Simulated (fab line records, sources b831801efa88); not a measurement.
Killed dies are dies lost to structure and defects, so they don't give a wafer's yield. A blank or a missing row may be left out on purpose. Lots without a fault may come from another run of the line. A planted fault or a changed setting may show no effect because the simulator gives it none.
A struck lot beside a sound one | flow sky130 | 18 steps out of a route of 708
Sound: wafers L122.1, L122.4, L122.6. Struck: wafers L130.2, L130.3, L130.6. The cause comes at the end.
At each step with rows: each side's tool, then ch and its chambers, then its first start. Under that, the readings that differ: sound wafers | struck wafers | difference of the means | sigmas: that difference in standard deviations of wafers without a fault.
alike: readings whose means differ by less than 2 such deviations, and words and numbers that are the same on both sides. not compared: withheld readings, readings that some wafer has no value for, bounds like >300 that may hide the same value, and numbers for which the record gives no deviation and whose values overlap.
The two part at a step that has a row with sigmas, a row that says differs or no value, or rows on one side only. Numbers that don't overlap but have no deviation are shown without sigmas and don't part them. A reading that every wafer of one side lacks parts them only if that side has two wafers or more.

first, 3 steps without rows for these wafers: SKY_LI_CONTACT_EXPOSE_09 (exposes mask LICM1, target cd 170 nm); SKY_LI_CONTACT_PEB_10; SKY_LI_CONTACT_DEVELOP_11 (develop time 60 s).
SKY_LI_CONTACT_CD_MEAS_12: target cd 170 nm.
  sound on cd_sem-01, day 29 10:06; struck on cd_sem-01, day 32 11:01
  reading    | sound             | struck            | difference | sigmas
  cd_nm (nm) | 172.8 172.0 170.9 | 169.8 168.1 168.8 | -3.0       | -2
SKY_LI_CONTACT_OVL_MEAS_13:
  sound on overlay-02, day 29 10:13; struck on overlay-02, day 32 11:07
  alike: LI_CONTACT_OVL
SKY_LI_CONTACT_ETCH_14: etches BARC in N2/H2, stops on SiO2, time 45.9 s, target depth 60 nm.
  sound on rie_diel-03 ch 0,1,3, day 29 10:16; struck on rie_diel-03 ch 0,1,2, day 32 11:08
  alike: chamber_pressure_mTorr, drypump_motor_current_A, oes_product_au, throttle_valve_pct
  not compared: rf_hours_counter_h
then, 1 step without rows for these wafers: SKY_LI_CONTACT_ETCH_15 (etches PSG in C4F8/O2/Ar, stops on Si, target depth 600 nm).
SKY_LI_CONTACT_STRIP_16: strips in O2/N2.
  sound on plasma_asher-04 ch 0,1, day 29 10:23; struck on plasma_asher-04 ch 0,1, day 32 11:16
  alike: chamber_pressure_mTorr, drypump_motor_current_A, oes_product_au, strip_time_to_endpoint_s
  not compared: rf_hours_counter_h
then, 2 steps without rows for these wafers: SKY_LI_CONTACT_CLEAN_17 (cleans in NMP, time 600 s); SKY_LI_CONTACT_PRE_CLEAN_18 (time 5.6 s).
SKY_LI_CONTACT_SPUTTER_19: material Ti, target thk 20 nm, time 106.37 s.
  sound on pvd_sputter-01, day 29 10:41; struck on pvd_sputter-01, day 32 11:36
  alike: throttle_valve_pct
SKY_LI_CONTACT_SPUTTER_20: material TiN, target thk 20 nm, time 80 s.
  sound on pvd_sputter-01, day 29 10:45; struck on pvd_sputter-01, day 32 11:41
  alike: throttle_valve_pct
SKY_LI_CONTACT_CVD_21: deposits W, target thk 400 nm, time 120.56 s.
  sound on cvd_w-02 ch 0,1, day 29 10:49; struck on cvd_w-02 ch 0,1, day 32 11:44
  reading                                  | sound           | struck            | difference | sigmas
  model.W_of_LI_CONTACT_CVD_21.thk_nm (nm) | 423.1 419.9 418 | 484.6 485.8 486.7 | +65.4      |
  alike: heater_power_w
SKY_LI_CONTACT_RS_MEAS_22: measures by four-point-probe.
  sound on film_metro-01, day 29 10:56; struck on film_metro-02, day 32 11:53
  reading                  | sound                | struck               | difference | sigmas
  LI_CONTACT_W_RS (ohm/sq) | 0.2687 0.2709 0.2730 | 0.2351 0.2344 0.2334 | -0.0366    | -14
SKY_LI_CONTACT_THK_MEAS_23: measures by xrf.
  sound on film_metro-01, day 29 11:04; struck on film_metro-02, day 32 11:59
  reading               | sound       | struck      | difference | sigmas
  LI_CONTACT_W_THK (nm) | 426 422 420 | 471 468 468 | +46        | +6
SKY_LI_CONTACT_CMP_24: polishes, stops on PSG, t overpolish 20 s, target thk 0 nm.
  sound on cmp-02 ch 1,2, day 29 11:07; struck on cmp-02 ch 2,3, day 32 12:02
  reading                | sound       | struck      | difference | sigmas
  time_to_endpoint_s (s) | 108 104 107 | 116 115 110 | +7         | +2
  alike: motor_current_A, platen_rpm, slurry_filter_dp_kPa
SKY_LOCAL_INTERCONNECT_SPUTTER_00: material TiN, target thk 100 nm, time 83.3 s.
  sound on pvd_sputter-04, day 29 11:25; struck on pvd_sputter-02, day 32 12:20
  alike: throttle_valve_pct
-- the record jumps here: 16 days lie between the struck wafers' starts before and after (it left off in module LOCAL_INTERCONNECT and takes up again in module PAD_OPEN, whose first step shown is number 708 of the route) --
SKY_PAD_OPEN_PROBE_99:
  sound on prober-01, day 46 03:34; struck on prober-01, day 48 06:15
  alike: killed_at_M0_to_M3, killed_at_M4_up, killed_at_contacts, killed_at_front_end, killed_at_other, killed_dies, killed_open, killed_short

WHERE THEY PART
First at SKY_LI_CONTACT_CD_MEAS_12; last, within this record, at SKY_LI_CONTACT_CMP_24. Later steps at which nothing parts them and some readings are alike: SKY_LOCAL_INTERCONNECT_SPUTTER_00, SKY_PAD_OPEN_PROBE_99.

WHY: what the simulator had put in
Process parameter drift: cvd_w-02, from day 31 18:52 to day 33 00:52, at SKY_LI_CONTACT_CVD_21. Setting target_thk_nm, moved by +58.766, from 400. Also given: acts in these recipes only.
